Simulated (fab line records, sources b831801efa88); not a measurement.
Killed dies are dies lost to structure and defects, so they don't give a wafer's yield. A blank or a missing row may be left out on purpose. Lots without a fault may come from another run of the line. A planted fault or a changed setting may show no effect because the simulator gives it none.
Which tool did it? | flow gf180mcu | 12 lots, 36 wafers sampled, at 5 steps of a route of 602

WHAT THE GAUGES READ, wafer by wafer
GF_V2_THK_MEAS_01.
lot  | measured     | on            | V2_CVD_00_THK (nm)
L934 | day 19 12:16 | film_metro-02 | 598 601 609
L935 | day 19 21:07 | film_metro-01 | 604 597 607
L936 | day 20 06:37 | film_metro-02 | 589 596 595
L937 | day 20 14:44 | film_metro-01 | 608 600 605
L938 | day 21 00:36 | film_metro-03 | 607 594 590
L939 | day 21 13:29 | film_metro-02 | 599 601 591
L940 | day 21 23:14 | film_metro-01 | 603 601 598
L941 | day 22 06:38 | film_metro-01 | 607 607 602
L942 | day 23 04:17 | film_metro-02 | 610 604 599
L944 | day 23 15:56 | film_metro-02 | 602 603 606
L948 | day 24 21:41 | film_metro-01 | 605 605 474
L953 | day 26 03:44 | film_metro-03 | 604 601 609

WHICH TOOL RAN EACH LOT (tool, then ch and the chambers of the sampled wafers, then the start)
lot  | GF_V1_ETCH_16                      | GF_V1_STRIP_18                       | GF_M2_SPUTTER_01             | GF_V2_CVD_00
L934 | rie_diel-01 ch 0,3, day 18 09:28   | plasma_asher-02 ch 0, day 18 09:36   | pvd_sputter-04, day 18 10:56 | hdpcvd-01 ch 0,1, day 19 12:10
L935 | rie_diel-03 ch 1,2, day 18 18:29   | plasma_asher-03 ch 0,1, day 18 18:37 | pvd_sputter-04, day 18 19:57 | hdpcvd-01 ch 0,2, day 19 21:01
L936 | rie_diel-04 ch 0,2,3, day 19 04:27 | plasma_asher-02 ch 0,1, day 19 04:37 | pvd_sputter-03, day 19 05:55 | hdpcvd-02 ch 0,2, day 20 06:31
L937 | rie_diel-01 ch 0,3, day 19 11:28   | plasma_asher-02 ch 0,1, day 19 11:36 | pvd_sputter-01, day 19 12:58 | hdpcvd-01 ch 0,1,2, day 20 14:40
L938 | rie_diel-01 ch 2,3, day 19 21:28   | plasma_asher-03 ch 0,1, day 19 21:38 | pvd_sputter-03, day 19 22:58 | hdpcvd-02 ch 0,1,2, day 21 00:32
L939 | rie_diel-01 ch 1,2,3, day 20 10:59 | plasma_asher-04 ch 0,1, day 20 11:07 | pvd_sputter-01, day 20 12:47 | hdpcvd-01 ch 0,1,2, day 21 13:25
L940 | rie_diel-01 ch 2,3, day 20 20:43   | plasma_asher-04 ch 0,1, day 20 20:53 | pvd_sputter-04, day 20 22:16 | hdpcvd-01 ch 0,1,2, day 21 23:09
L941 | rie_diel-03 ch 0,1,2, day 21 04:42 | plasma_asher-02 ch 0,1, day 21 04:50 | pvd_sputter-01, day 21 06:10 | hdpcvd-02 ch 0,2, day 22 06:33
L942 | rie_diel-03 ch 1,2,3, day 22 03:08 | plasma_asher-04 ch 0,1, day 22 03:16 | pvd_sputter-01, day 22 04:35 | hdpcvd-02 ch 0,1, day 23 04:13
L944 | rie_diel-01 ch 0,2,3, day 22 14:29 | plasma_asher-02 ch 0,1, day 22 14:37 | pvd_sputter-03, day 22 15:56 | hdpcvd-02 ch 0,2, day 23 15:49
L948 | rie_diel-03 ch 1,2, day 23 21:10   | plasma_asher-04 ch 0,1, day 23 21:20 | pvd_sputter-01, day 23 22:38 | hdpcvd-02 ch 0,1,2, day 24 21:37
L953 | rie_diel-04 ch 1,2,3, day 25 03:43 | plasma_asher-04 ch 0,1, day 25 03:51 | pvd_sputter-01, day 25 05:21 | hdpcvd-01 ch 0,1,2, day 26 03:40
- GF_V1_ETCH_16: etches BARC in N2/H2.
- GF_V1_STRIP_18: strips in O2/N2.
- GF_M2_SPUTTER_01: material TiN, target thk 30 nm, time 25 s.
- GF_V2_CVD_00: deposits SiO2, target thk 600 nm, time 100 s.

WHAT THE TOOLS THEMSELVES READ (means of the sampled wafers that have a number; where no wafer has one, the mark that the record gives instead)
GF_V1_ETCH_16.
lot  | tool        | drypump_motor_current_A (A) | h2_flow_sccm (sccm) | oes_product_au (a.u.) | throttle_valve_pct (%)
L934 | rie_diel-01 | 6.0                         | 199.1               | 0.855                 | 13.229
L935 | rie_diel-03 | 5.8                         | 199.9               | 0.851                 | 13.232
L936 | rie_diel-04 | 5.8                         | 200.2               | 0.852                 | 13.226
L937 | rie_diel-01 | 6.2                         | 200.2               | 0.862                 | 13.225
L938 | rie_diel-01 | 5.9                         | 200.0               | 0.856                 | 13.231
L939 | rie_diel-01 | 6.0                         | 200.0               | 0.857                 | 13.223
L940 | rie_diel-01 | 5.9                         | 200.2               | 0.855                 | 13.224
L941 | rie_diel-03 | 5.6                         | 200.1               | 0.854                 | 13.224
L942 | rie_diel-03 | 5.7                         | 200.0               | 0.854                 | 13.220
L944 | rie_diel-01 | 6.0                         | 200.5               | 0.855                 | 13.219
L948 | rie_diel-03 | 5.3                         | 200.2               | 0.852                 | 13.231
L953 | rie_diel-04 | 5.4                         | 199.4               | 0.851                 | 13.226

GF_V1_STRIP_18.
lot  | tool            | drypump_motor_current_A (A) | heater_power_w (W) | oes_product_au (a.u.)
L934 | plasma_asher-02 | 6.2                         | 322                | 0.591
L935 | plasma_asher-03 | 5.3                         | 337                | 0.600
L936 | plasma_asher-02 | 5.9                         | 363                | 0.594
L937 | plasma_asher-02 | 5.9                         | 362                | 0.594
L938 | plasma_asher-03 | 5.3                         | 338                | 0.600
L939 | plasma_asher-04 | 5.8                         | 300                | 0.595
L940 | plasma_asher-04 | 6.1                         | 302                | 0.592
L941 | plasma_asher-02 | 5.9                         | 362                | 0.594
L942 | plasma_asher-04 | 5.8                         | 302                | 0.593
L944 | plasma_asher-02 | 5.9                         | 361                | 0.589
L948 | plasma_asher-04 | 5.8                         | 300                | 0.592
L953 | plasma_asher-04 | 5.8                         | 305                | 0.588

GF_M2_SPUTTER_01.
lot  | tool           | throttle_valve_pct (%)
L934 | pvd_sputter-04 | 30.3
L935 | pvd_sputter-04 | 29.8
L936 | pvd_sputter-03 | 29.3
L937 | pvd_sputter-01 | 29.6
L938 | pvd_sputter-03 | 30.7
L939 | pvd_sputter-01 | 29.4
L940 | pvd_sputter-04 | 30.3
L941 | pvd_sputter-01 | 29.6
L942 | pvd_sputter-01 | 29.5
L944 | pvd_sputter-03 | 29.5
L948 | pvd_sputter-01 | 29.5
L953 | pvd_sputter-01 | 29.3

GF_V2_CVD_00.
lot  | tool      | sih4_flow_sccm (sccm)
L934 | hdpcvd-01 | 60.15
L935 | hdpcvd-01 | 59.91
L936 | hdpcvd-02 | 59.88
L937 | hdpcvd-01 | 59.96
L938 | hdpcvd-02 | 59.99
L939 | hdpcvd-01 | 60.10
L940 | hdpcvd-01 | 60.06
L941 | hdpcvd-02 | 59.85
L942 | hdpcvd-02 | 59.76
L944 | hdpcvd-02 | 60.00
L948 | hdpcvd-02 | 55.88
L953 | hdpcvd-01 | 59.97

THE ANSWER, worked out from the rows above alone
Rule: what is usual is taken from the lots themselves. Put in order of their means at a reading, lots are off if they are a third of the lots or fewer, leave a main group of 4 or more, and stand apart from it by a gap of 3 or more times the standard deviation of the main group's means; of several such gaps the widest counts. A main group whose means are all the same, to the digits that the tables above print for the reading, isn't used. A lot without any number at a reading at which 4 lots or more have one is off too. The other lots that the step has rows for count as sound. The gauges are gone through in route order, then the tools' own readings, and for those a lot's mean is taken as printed above. The first step at which some lot is off is used, and at that step the reading that is off furthest; a lot without a number counts as furthest.
Off: L948, at GF_V2_THK_MEAS_01 (V2_CVD_00_THK). The main group: mean 601 nm, standard deviation 3.8.
A tool fits if, at a process step before that reading, it ran every lot that is off, and no sound lot after the first of them. The gauges at GF_V2_THK_MEAS_01 aren't tried: what is off there is off at GF_V2_CVD_00 too, on other tools, and a gauge's error can't cause that. Can't be told from this: 2 tools fit, rie_diel-03 at GF_V1_ETCH_16, hdpcvd-02 at GF_V2_CVD_00.

WHAT THE SIMULATOR HAD PUT IN
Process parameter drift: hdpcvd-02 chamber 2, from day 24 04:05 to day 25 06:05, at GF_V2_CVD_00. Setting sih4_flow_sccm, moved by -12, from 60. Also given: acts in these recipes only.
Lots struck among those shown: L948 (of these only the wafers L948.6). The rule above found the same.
